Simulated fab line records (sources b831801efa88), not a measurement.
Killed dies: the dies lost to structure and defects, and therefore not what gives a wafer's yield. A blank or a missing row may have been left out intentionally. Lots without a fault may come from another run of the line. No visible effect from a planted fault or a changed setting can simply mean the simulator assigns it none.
Problem report, 8D (eight disciplines) form, completed by code + flow gf180mcu + the parts of the form that need people (team, actions taken, sign-off) are left out

## 1. THE ISSUE
Mean V5_CVD_00_THK at GF_V5_THK_MEAS_01: 242 nm over 12 wafers in 4 lots; fault-free wafers: 301 nm, standard deviation 3.4. That puts it -17 standard deviations away from the usual mean.
Earliest sighting: wafer L133.2 on film_metro-01 at day 29 08:05. The record has a number at this step for 39 wafers belonging to 13 lots. Rule for "out" (also "out of limits"): further than 4 standard deviations from the usual mean. Any other wafer with a number is counted as sound.

## 2. WHAT IT IS AND WHAT IT IS NOT
| question                    | is                           | is not                                                                                 |
|-----------------------------|------------------------------|----------------------------------------------------------------------------------------|
| which readings at this step | V5_CVD_00_THK                | -                                                                                      |
| which lots                  | L133, L134, L135, L137       | L124, L125, L128, L129, L131, L136, L143, L145, L147                                   |
| which wafers of those lots  | all that have a number       | -                                                                                      |
| read on which gauges        | film_metro-01, film_metro-02 | film_metro-04                                                                          |
| when                        | from day 29 08:05            | up to then (15 sound wafers); but 12 sound wafers of L136, L143, L145, L147 came after |

## 3. THE SUSPECTS, EACH WITH WHAT RULES IT OUT
Counting: a tool at a process step up to the reading stays a suspect if it ran every lot that is out and no sound lot after the first of them.
- the gauge at GF_V5_THK_MEAS_01 is ruled out. 2 gauges (film_metro-01, film_metro-02) read the wafers that are out.
- hdpcvd-02 at GF_V5_CVD_00 (deposits SiO2, target thk 300 nm, time 50 s): kept. It processed each lot that is out, first L133 at day 29 08:02, and no sound lot thereafter; up to then, the last sound lot it processed was L131 at day 29 04:26. Its own sih4_flow_sccm readings are out on those wafers.
Left after counting: hdpcvd-02 at GF_V5_CVD_00.

## 4. THE CAUSE (what the simulator had put in)
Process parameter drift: hdpcvd-02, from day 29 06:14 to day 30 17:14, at GF_V5_CVD_00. The setting sih4_flow_sccm was moved by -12, starting from 60. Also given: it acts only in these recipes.
The count eliminated every tool but this one.

## 5. SEQUENCE OF EFFECTS, ordered by route
Each row: a reading where the mean over the struck wafers with a number is more than 3 standard deviations away from the usual. Only readings for which the record gives a usual standard deviation are gone through. hours: the time from each lot's start at the first step in this table that gives one to its start at this step, as a median over the lots. sigmas: the change in usual standard deviations.
| hours | step              | reading        | usual      | on struck wafers | change | sigmas |
|-------|-------------------|----------------|------------|------------------|--------|--------|
| 0     | GF_V5_CVD_00      | sih4_flow_sccm | 60.03 sccm | 47.99            | -12.04 | -67    |
| 0     | GF_V5_THK_MEAS_01 | V5_CVD_00_THK  | 301 nm     | 242              | -59    | -17    |
Its process steps:
- GF_V5_CVD_00: deposits SiO2, target thk 300 nm, time 50 s.
Later measuring or inspecting steps at which every struck wafer that the step has a row for has a number for every such reading, and none has moved that far: GF_V5_OVL_MEAS_15.

## 6. HOW IT WOULD HAVE BEEN CAUGHT EARLIER
2 hours passed between the start of the fault at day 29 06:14 and the first reading out of limits at a measuring or inspecting step in this record, taken at day 29 08:05.
The tool's own readings at GF_V5_CVD_00 were out on every struck wafer that the step has a row for (sih4_flow_sccm): an alarm limit on them would have fired on the first of those.
L134, L135, L137, from the lots that are out (4), started GF_V5_CVD_00 on hdpcvd-02 later than day 29 08:05. A hold on the tool at that time would have spared those 3.
